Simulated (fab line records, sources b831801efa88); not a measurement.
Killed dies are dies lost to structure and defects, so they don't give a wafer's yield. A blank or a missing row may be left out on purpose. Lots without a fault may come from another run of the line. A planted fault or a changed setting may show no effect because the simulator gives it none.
Which tool did it? | flow sky130 | 24 lots, 72 wafers sampled, at 6 steps of a route of 708

WHAT THE GAUGES READ, wafer by wafer
SKY_METAL2_OVL_MEAS_16. Usual: METAL2_OVL 5 nm, standard deviation 5.8.
lot  | measured     | on         | METAL2_OVL (nm) | flag
L074 | day 36 14:49 | overlay-01 | 4 5 5           |
L075 | day 36 17:37 | overlay-01 | 2 3 7           |
L077 | day 37 05:12 | overlay-01 | 2 9 2           |
L076 | day 37 09:39 | overlay-01 | 4 13 0          |
L078 | day 37 13:27 | overlay-02 | 14 6 14         |
L079 | day 37 23:20 | overlay-01 | -6 -6 4         |
L080 | day 38 08:49 | overlay-02 | 7 0 -1          |
L081 | day 38 14:47 | overlay-02 | 2 9 1           |
L082 | day 38 19:18 | overlay-02 | 1 -4 -2         |
L083 | day 39 06:39 | overlay-01 | 5 1 4           |
L084 | day 39 12:26 | overlay-01 | -4 -4 2         |
L085 | day 39 20:00 | overlay-01 | 15 16 13        |
L086 | day 40 09:43 | overlay-02 | 5 1 12          |
L087 | day 40 15:51 | overlay-01 | -2 -1 2         |
L088 | day 40 22:53 | overlay-01 | 4 0 8           |
L089 | day 41 02:56 | overlay-02 | 9 8 5           |
L090 | day 41 03:49 | overlay-01 | 5 0 4           |
L091 | day 41 08:24 | overlay-02 | -4 -1 4         |
L092 | day 41 18:50 | overlay-01 | 5 11 16         |
L093 | day 41 23:43 | overlay-02 | 6 0 7           |
L094 | day 42 01:54 | overlay-01 | -12 -10 10      |
L096 | day 42 10:08 | overlay-02 | -4 7 1          |
L095 | day 42 15:19 | overlay-01 | 0 11 14         |
L097 | day 42 19:32 | overlay-01 | 16 12 14        |

SKY_VIA2_THK_MEAS_01. Usual: VIA2_HDPCVD_THK 1176 nm, standard deviation 15.
lot  | measured     | on            | VIA2_HDPCVD_THK (nm) | flag
L074 | day 36 15:45 | film_metro-02 | 1173 1187 1188       |
L075 | day 36 18:35 | film_metro-04 | 1162 1162 1171       |
L077 | day 37 06:11 | film_metro-03 | 1158 1150 1169       |
L076 | day 37 11:02 | film_metro-03 | 1173 1173 1171       |
L078 | day 37 14:36 | film_metro-02 | 1167 1149 1162       |
L079 | day 38 00:28 | film_metro-04 | 1181 1154 1153       |
L080 | day 38 10:39 | film_metro-04 | 1173 1186 1204       |
L081 | day 38 16:26 | film_metro-03 | 1196 1183 1181       |
L082 | day 38 20:32 | film_metro-04 | 1161 1167 1166       |
L083 | day 39 08:02 | film_metro-03 | 1172 1167 1163       |
L084 | day 39 13:26 | film_metro-04 | 1179 1180 1174       |
L085 | day 39 21:26 | film_metro-03 | 1173 1188 1157       |
L086 | day 40 10:40 | film_metro-04 | 1176 1194 1167       |
L087 | day 40 16:57 | film_metro-04 | 1192 1179 1186       |
L088 | day 40 23:54 | film_metro-02 | 1166 1166 1165       |
L089 | day 41 03:55 | film_metro-02 | 1156 1178 1165       |
L090 | day 41 04:46 | film_metro-04 | 1175 1171 1190       |
L091 | day 41 09:23 | film_metro-02 | 1181 1181 1205       |
L092 | day 41 19:49 | film_metro-03 | 1224 1190 1184       |
L093 | day 42 00:43 | film_metro-04 | 1167 1171 1159       |
L094 | day 42 02:53 | film_metro-02 | 1175 1191 1177       |
L096 | day 42 11:05 | film_metro-03 | 1203 1168 1191       |
L095 | day 42 16:14 | film_metro-04 | 1160 1148 1176       |
L097 | day 42 20:29 | film_metro-03 | 1213 1173 1182       |

SKY_VIA2_CD_MEAS_12: target cd 200 nm. Usual: cd_nm 199.9 nm, standard deviation 1.4.
lot  | measured     | on        | cd_nm (nm)        | flag
L074 | day 37 18:27 | cd_sem-01 | 200.6 198.6 198.0 |
L075 | day 37 21:25 | cd_sem-02 | 200.2 201.4 202.1 |
L077 | day 38 08:47 | cd_sem-02 | 199.5 198.4 197.8 |
L076 | day 38 13:39 | cd_sem-02 | 200.4 199.2 199.3 |
L078 | day 38 17:29 | cd_sem-02 | 201.9 201.5 200.1 |
L079 | day 39 02:59 | cd_sem-02 | 199.6 199.1 198.2 |
L080 | day 39 12:40 | cd_sem-02 | 197.2 199.8 198.7 |
L081 | day 39 18:11 | cd_sem-01 | 200.1 199.3 199.4 |
L082 | day 39 22:38 | cd_sem-02 | 200.0 200.0 201.3 |
L083 | day 40 09:56 | cd_sem-02 | 201.0 201.0 201.6 |
L084 | day 40 15:23 | cd_sem-02 | 197.8 197.1 196.3 |
L085 | day 40 23:09 | cd_sem-01 | 201.6 200.4 201.4 |
L086 | day 41 12:13 | cd_sem-01 | 201.8 202.7 200.8 |
L087 | day 41 18:14 | cd_sem-01 | 202.1 201.6 200.9 |
L088 | day 42 00:31 | cd_sem-01 | 201.3 199.9 199.9 |
L089 | day 42 04:25 | cd_sem-02 | 200.8 199.2 199.5 |
L090 | day 42 05:19 | cd_sem-02 | 198.1 198.2 198.8 |
L091 | day 42 09:17 | cd_sem-02 | 199.7 199.8 197.6 |
L092 | day 42 19:11 | cd_sem-01 | 200.8 201.0 200.5 |
L093 | day 42 23:22 | cd_sem-02 | 198.3 198.8 201.3 |
L094 | day 43 01:02 | cd_sem-01 | 199.3 198.9 199.9 |
L096 | day 43 08:49 | cd_sem-01 | 200.8 199.6 200.2 |
L095 | day 43 12:44 | cd_sem-02 | 201.4 200.7 200.0 |
L097 | day 43 16:56 | cd_sem-01 | 199.9 200.7 201.4 |

SKY_CAP2M_OVL_MEAS_12. Usual: CAP2M_OVL -1.4 nm, standard deviation 1.2.
lot  | measured     | on         | CAP2M_OVL (nm) | flag
L074 | day 42 04:43 | overlay-01 | 0.9 0.4 -0.3   |
L075 | day 42 06:39 | overlay-02 | -2.6 -1.5 -1.1 |
L077 | day 42 16:52 | overlay-01 | 1.1 -0.5 1.2   |
L076 | day 42 19:50 | overlay-01 | -0.9 -0.6 -1.3 |
L078 | day 42 23:58 | overlay-01 | -2.5 -1.9 -1.1 |
L079 | day 43 07:20 | overlay-02 | -1.4 -1.1 -1.6 |
L080 | day 43 16:01 | overlay-02 | -1.0 -1.8 -0.5 |
L081 | day 43 18:53 | overlay-01 | -1.5 -1.7 -2.4 |
L082 | day 43 21:44 | overlay-02 | -2.1 -1.9 -2.7 |
L083 | day 44 06:37 | overlay-02 | -1.8 -2.4 -1.6 |
L084 | day 44 11:41 | overlay-01 | -2.7 -0.9 -1.5 |
L085 | day 44 22:05 | overlay-01 | -1.5 -1.8 -2.8 |
L086 | day 45 08:15 | overlay-01 | 0.4 1.0 0.2    |
L087 | day 45 13:23 | overlay-02 | -1.6 -1.8 -1.1 |
L088 | day 45 19:29 | overlay-02 | -2.5 -1.6 -2.6 |
L089 | day 46 00:29 | overlay-01 | -2.4 -1.6 -3.3 |
L090 | day 46 00:54 | overlay-01 | -0.5 0.1 -0.3  |
L091 | day 46 04:52 | overlay-01 | -3.1 -3.9 -2.8 |
L092 | day 46 13:47 | overlay-02 | -1.1 -1.9 -1.2 |
L093 | day 46 19:43 | overlay-01 | -2.0 0.2 -0.7  |
L094 | day 46 20:35 | overlay-01 | -2.5 -3.6 -2.4 |
L096 | day 47 03:50 | overlay-02 | -1.2 -0.9 -0.2 |
L095 | day 47 07:41 | overlay-02 | 0.6 -0.8 -1.5  |
L097 | day 47 10:25 | overlay-02 | -3.2 -1.9 -2.7 |

WHICH TOOL RAN EACH LOT (tool, then ch and the chambers of the sampled wafers, then the start)
lot  | SKY_RES_PROTECT_STRIP_07             | SKY_METAL2_METAL_ETCH_19
L074 | plasma_asher-01 ch 0,1, day 16 05:43 | rie_metal-02 ch 0,1, day 36 14:56
L075 | plasma_asher-02 ch 0,1, day 16 10:26 | rie_metal-02 ch 0,1, day 36 17:45
L077 | plasma_asher-04 ch 0,1, day 16 19:26 | rie_metal-02 ch 0,1, day 37 05:20
L076 | plasma_asher-04 ch 0,1, day 17 00:25 | rie_metal-04 ch 0,1, day 37 09:46
L078 | plasma_asher-01 ch 0,1, day 17 09:31 | rie_metal-02 ch 0,1, day 37 13:35
L079 | plasma_asher-02 ch 0,1, day 17 19:04 | rie_metal-04 ch 0,1, day 37 23:28
L080 | plasma_asher-01 ch 0,1, day 18 02:16 | rie_metal-02 ch 1, day 38 09:27
L081 | plasma_asher-02 ch 0,1, day 18 08:34 | rie_metal-02 ch 1, day 38 15:01
L082 | plasma_asher-04 ch 0,1, day 18 13:17 | rie_metal-02 ch 1, day 38 19:32
L083 | plasma_asher-01 ch 0,1, day 19 07:02 | rie_metal-03 ch 0,1, day 39 06:47
L084 | plasma_asher-02 ch 0,1, day 19 16:58 | rie_metal-04 ch 0,1, day 39 12:34
L085 | plasma_asher-04 ch 0,1, day 20 04:04 | rie_metal-02 ch 0,1, day 39 20:07
L086 | plasma_asher-01 ch 0,1, day 20 16:17 | rie_metal-03 ch 0,1, day 40 09:52
L087 | plasma_asher-01 ch 0,1, day 20 22:53 | rie_metal-03 ch 0,1, day 40 15:59
L088 | plasma_asher-02 ch 0,1, day 21 03:58 | rie_metal-03 ch 0,1, day 40 23:01
L089 | plasma_asher-01 ch 0,1, day 21 12:50 | rie_metal-04 ch 0,1, day 41 03:04
L090 | plasma_asher-02 ch 0,1, day 21 19:34 | rie_metal-02 ch 0,1, day 41 03:58
L091 | plasma_asher-02 ch 0,1, day 22 00:25 | rie_metal-03 ch 0,1, day 41 08:32
L092 | plasma_asher-01 ch 0,1, day 22 10:41 | rie_metal-03 ch 0,1, day 41 18:58
L093 | plasma_asher-02 ch 0,1, day 22 19:16 | rie_metal-02 ch 0,1, day 41 23:50
L094 | plasma_asher-02 ch 0,1, day 22 20:50 | rie_metal-04 ch 0,1, day 42 02:02
L096 | plasma_asher-02 ch 0,1, day 23 10:46 | rie_metal-03 ch 0,1, day 42 10:17
L095 | plasma_asher-01 ch 0,1, day 23 12:55 | rie_metal-03 ch 0,1, day 42 15:26
L097 | plasma_asher-04 ch 0,1, day 23 22:46 | rie_metal-04 ch 0,1, day 42 19:41
- SKY_RES_PROTECT_STRIP_07: strips in O2/N2.
- SKY_METAL2_METAL_ETCH_19: etches the open film in Cl2/BCl3, stops on SiO2, target depth 360 nm, time 78 s.

WHAT THE TOOLS THEMSELVES READ (means of the sampled wafers that have a number; where no wafer has one, the mark that the record gives instead)
SKY_RES_PROTECT_STRIP_07. Usual: drypump_motor_current_A 5.7 A, standard deviation 0.44; oes_product_au 0.518 a.u., standard deviation 0.0041; strip_time_to_endpoint_s 23.26 s, standard deviation 0.045.
lot  | tool            | drypump_motor_current_A (A) | oes_product_au (a.u.) | strip_time_to_endpoint_s (s) | flag
L074 | plasma_asher-01 | 5.4                         | 0.521                 | 23.32                        |
L075 | plasma_asher-02 | 5.8                         | 0.516                 | 23.14                        |
L077 | plasma_asher-04 | 6.4                         | 0.518                 | 23.28                        |
L076 | plasma_asher-04 | 6.4                         | 0.517                 | 23.23                        |
L078 | plasma_asher-01 | 5.3                         | 0.517                 | 23.29                        |
L079 | plasma_asher-02 | 5.8                         | 0.518                 | 23.32                        |
L080 | plasma_asher-01 | 5.4                         | 0.516                 | 23.24                        |
L081 | plasma_asher-02 | 5.6                         | 0.518                 | 23.28                        |
L082 | plasma_asher-04 | 6.4                         | 0.520                 | 23.24                        |
L083 | plasma_asher-01 | 5.3                         | 0.517                 | 23.29                        |
L084 | plasma_asher-02 | 5.6                         | 0.516                 | 23.26                        |
L085 | plasma_asher-04 | 6.4                         | 0.519                 | 23.28                        |
L086 | plasma_asher-01 | 5.2                         | 0.516                 | 23.25                        |
L087 | plasma_asher-01 | 5.3                         | 0.522                 | 23.21                        |
L088 | plasma_asher-02 | 5.8                         | 0.520                 | 23.20                        |
L089 | plasma_asher-01 | 5.4                         | 0.519                 | 23.33                        |
L090 | plasma_asher-02 | 5.8                         | 0.517                 | 23.27                        |
L091 | plasma_asher-02 | 5.6                         | 0.516                 | 23.29                        |
L092 | plasma_asher-01 | 5.4                         | 0.517                 | 23.26                        |
L093 | plasma_asher-02 | 5.6                         | 0.519                 | 23.27                        |
L094 | plasma_asher-02 | 5.6                         | 0.518                 | 23.19                        |
L096 | plasma_asher-02 | 5.8                         | 0.520                 | 23.31                        |
L095 | plasma_asher-01 | 5.3                         | 0.516                 | 23.24                        |
L097 | plasma_asher-04 | 6.4                         | 0.518                 | 23.31                        |

SKY_METAL2_METAL_ETCH_19. Usual: bias_w 48.50 W, standard deviation 0.14; drypump_motor_current_A 5.5 A, standard deviation 0.47; he_backside_leak_sccm 3.40 sccm, standard deviation 0.26; oes_product_au 0.854 a.u., standard deviation 0.0061; rf_fwd_power_W 894 W, standard deviation 3.3; throttle_valve_pct 22.264 %, standard deviation 0.0094.
lot  | tool         | bias_w (W) | drypump_motor_current_A (A) | he_backside_leak_sccm (sccm) | oes_product_au (a.u.) | rf_fwd_power_W (W) | throttle_valve_pct (%) | flag
L074 | rie_metal-02 | 48.53      | 5.3                         | 3.53                         | 0.855                 | 894                | 22.257                 |
L075 | rie_metal-02 | 48.39      | 5.7                         | 3.50                         | 0.852                 | 894                | 22.270                 |
L077 | rie_metal-02 | 48.69      | 5.7                         | 3.60                         | 0.849                 | 893                | 22.266                 |
L076 | rie_metal-04 | 48.44      | 5.6                         | 3.11                         | 0.846                 | 891                | 22.267                 |
L078 | rie_metal-02 | 48.59      | 5.7                         | 3.40                         | 0.855                 | 894                | 22.256                 |
L079 | rie_metal-04 | 48.47      | 5.6                         | 3.07                         | 0.855                 | 890                | 22.260                 |
L080 | rie_metal-02 | 48.53      | 6.1                         | 3.32                         | 0.862                 | 897                | 22.264                 |
L081 | rie_metal-02 | 48.46      | 6.1                         | 3.40                         | 0.854                 | 895                | 22.262                 |
L082 | rie_metal-02 | 48.52      | 6.1                         | 3.35                         | 0.852                 | 894                | 22.269                 |
L083 | rie_metal-03 | 48.71      | 5.1                         | 3.32                         | 0.856                 | 895                | 22.260                 |
L084 | rie_metal-04 | 48.53      | 5.6                         | 3.20                         | 0.857                 | 892                | 22.262                 |
L085 | rie_metal-02 | 48.50      | 5.7                         | 3.33                         | 0.854                 | 893                | 22.261                 |
L086 | rie_metal-03 | 48.65      | 5.2                         | 3.65                         | 0.857                 | 893                | 22.270                 |
L087 | rie_metal-03 | 48.55      | 5.2                         | 4.16                         | 0.853                 | 893                | 22.269                 |
L088 | rie_metal-03 | 48.60      | 5.0                         | 3.49                         | 0.850                 | 899                | 22.255                 |
L089 | rie_metal-04 | 48.47      | 5.6                         | 3.17                         | 0.856                 | 893                | 22.258                 |
L090 | rie_metal-02 | 48.52      | 5.7                         | 3.46                         | 0.855                 | 894                | 22.261                 |
L091 | rie_metal-03 | 48.43      | 5.1                         | 3.53                         | 0.848                 | 897                | 22.263                 |
L092 | rie_metal-03 | 48.39      | 5.1                         | 3.51                         | 0.856                 | 896                | 22.265                 |
L093 | rie_metal-02 | 48.67      | 5.7                         | 3.43                         | 0.855                 | 892                | 22.261                 |
L094 | rie_metal-04 | 48.31      | 5.6                         | 3.08                         | 0.856                 | 892                | 22.265                 |
L096 | rie_metal-03 | 48.50      | 5.1                         | 3.37                         | 0.851                 | 896                | 22.262                 |
L095 | rie_metal-03 | 48.50      | 5.2                         | 3.34                         | 0.856                 | 893                | 22.284                 |
L097 | rie_metal-04 | 48.39      | 5.4                         | 3.27                         | 0.854                 | 893                | 22.262                 |

THE ANSWER, worked out from the rows above alone
Rule: a lot is off if the mean of its wafers that have a number lies more than 3 standard deviations from the usual mean. A lot without any number at a reading at which 4 lots or more have one is off too. The other lots that the step has rows for count as sound. The gauges are gone through in route order, then the tools' own readings, and for those a lot's mean is taken as printed above. The first step at which some lot is off is used, and at that step the reading that is off furthest; a lot without a number counts as furthest.
No lot is off at any reading shown: from this, nothing can be told.

WHAT THE SIMULATOR HAD PUT IN
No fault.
